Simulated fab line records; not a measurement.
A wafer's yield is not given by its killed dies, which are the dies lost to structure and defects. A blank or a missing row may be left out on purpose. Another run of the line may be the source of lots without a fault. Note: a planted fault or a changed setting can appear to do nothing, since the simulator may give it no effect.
Which of the tools did it? + flow gf180mcu + Sampling: 6 lots, 18 wafers, 3 of 602 route steps

== WHAT THE GAUGES READ, wafer by wafer ==
GF_CONTACT_RS_MEAS_25: a four-point-probe measurement.
| lot  | measured     | on            | CONTACT_W_RS (ohm/sq) |
|------|--------------|---------------|-----------------------|
| L731 | day 16 17:01 | film-metro-01 | 0.391 0.393 0.391     |
| L733 | day 17 07:57 | film-metro-03 | 0.388 0.387 0.383     |
| L735 | day 18 05:57 | film-metro-03 | 0.390 0.394 0.388     |
| L737 | day 18 21:45 | film-metro-04 | 0.389 0.385 0.387     |
| L741 | day 20 08:24 | film-metro-03 | 0.391 0.392 0.386     |
| L743 | day 21 02:05 | film-metro-03 | 0.394 0.392 0.395     |

== TOOL THAT RAN EACH LOT (tool first, then ch and the chambers of the sampled wafers, then the start) ==
| lot  | GF_SALICIDE_SPUTTER_02       | GF_CONTACT_CVD_24             |
|------|------------------------------|-------------------------------|
| L731 | pvd-sputter-04, day 15 16:29 | cvd-w-02 ch 0,1, day 16 16:53 |
| L733 | pvd-sputter-04, day 16 06:37 | cvd-w-01 ch 0,1, day 17 07:51 |
| L735 | pvd-sputter-04, day 17 04:44 | cvd-w-02 ch 0,1, day 18 05:51 |
| L737 | pvd-sputter-04, day 17 19:22 | cvd-w-02 ch 0,1, day 18 21:39 |
| L741 | pvd-sputter-01, day 19 06:01 | cvd-w-01 ch 0,1, day 20 08:17 |
| L743 | pvd-sputter-03, day 19 23:53 | cvd-w-01 ch 1, day 21 01:59   |
- GF_SALICIDE_SPUTTER_02: material Co, target thk 10 nm, time 20 s.
- GF_CONTACT_CVD_24: deposits W, target thk 300 nm, time 90.339 s.

== THE ANSWER, worked out from the rows above alone ==
Rule: the usual values come from the lots themselves. The widest of any qualifying gaps counts: lots, ordered by their means at a reading, are off when they make up no more than a third of the lots, leave a main group of 4 or more, and stand apart from it by 3 or more times the standard deviation of that group's means. Not used: any main group whose means are identical at the precision the tables above print for the reading. Also off: a lot with no number at a reading for which 4 or more lots have one. All remaining lots with rows at the step are treated as sound.
None of the lots is off at any reading shown; this tells nothing.

== WHAT THE SIMULATOR HAD PUT IN ==
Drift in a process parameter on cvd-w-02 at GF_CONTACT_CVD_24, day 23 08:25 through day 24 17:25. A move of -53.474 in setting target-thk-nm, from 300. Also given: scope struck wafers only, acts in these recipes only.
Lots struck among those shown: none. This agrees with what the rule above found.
